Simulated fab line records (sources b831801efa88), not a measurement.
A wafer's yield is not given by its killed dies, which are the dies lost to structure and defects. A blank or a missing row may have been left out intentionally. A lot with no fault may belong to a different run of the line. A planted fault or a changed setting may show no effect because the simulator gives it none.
A single fault, viewed from 2 desks ; flow gf180mcu ; each desk has only its own numbers; what lay behind them comes last

FROM THE METROLOGY DESK
Lot by lot, what the gauges showed, no matter which tool ran the lot: averages of those sampled wafers that carry a number. Marked OUT: a lot whose mean sits more than 4 standard deviations from the usual mean, which makes it out of limits; the brackets give that distance.
Columns: A = V4_W_THK at GF_V4_THK_MEAS_25, usual 342 nm; B = MIM_ALCU_THK at GF_MIM_THK_MEAS_11, usual 200.1 nm
lot;first seen here;A;B
L600;day 24 11:45;340;201.0
L601;day 24 18:26;348;200.2
L603;day 25 12:13;340;201.3
L604;day 25 17:50;338;199.7
L605;day 26 05:18;345;199.0
L606;day 26 13:23;337;200.7
L607;day 26 18:47;342;201.2
L609;day 27 10:44;346;200.0
L613;day 28 19:11;345;201.5
L614;day 28 23:42;340;199.5
L615;day 29 02:49;345;197.0
L616;day 29 14:43;343;200.4
L621;day 30 20:30;344;201.7
L622;day 31 02:55;341;199.8
Result from this desk: across the 14 lots, nothing is out of limits.

TOOL OWNER'S DESK, pvd-sputter-02
The tool's own readings at GF_M3_SPUTTER_02 (material AlCu, target thk 450 nm, time 23.9 s): means of the sampled wafers that have a number, for each lot that ran on this tool. Marked OUT: a lot whose mean sits more than 4 standard deviations from the usual mean, which makes it out of limits; the brackets give that distance.
Columns: A = throttle-valve-pct at GF_M3_SPUTTER_02, usual 29.9 %
lot;first seen here;A
L600;day 20 08:09;29.1
L601;day 20 16:24;30.1
L604;day 21 19:17;29.4
L607;day 22 22:46;29.6
L609;day 23 16:38;29.0
L614;day 25 10:14;28.9
L615;day 25 12:26;29.7
L616;day 26 02:56;29.7
Result from this desk: across the 8 lots, nothing is out of limits.

PUT TOGETHER
The metrology desk saw nothing out of limits.
The desk of the tool owner found nothing out of limits.

WHAT HAD BEEN PUT IN BY THE SIMULATOR
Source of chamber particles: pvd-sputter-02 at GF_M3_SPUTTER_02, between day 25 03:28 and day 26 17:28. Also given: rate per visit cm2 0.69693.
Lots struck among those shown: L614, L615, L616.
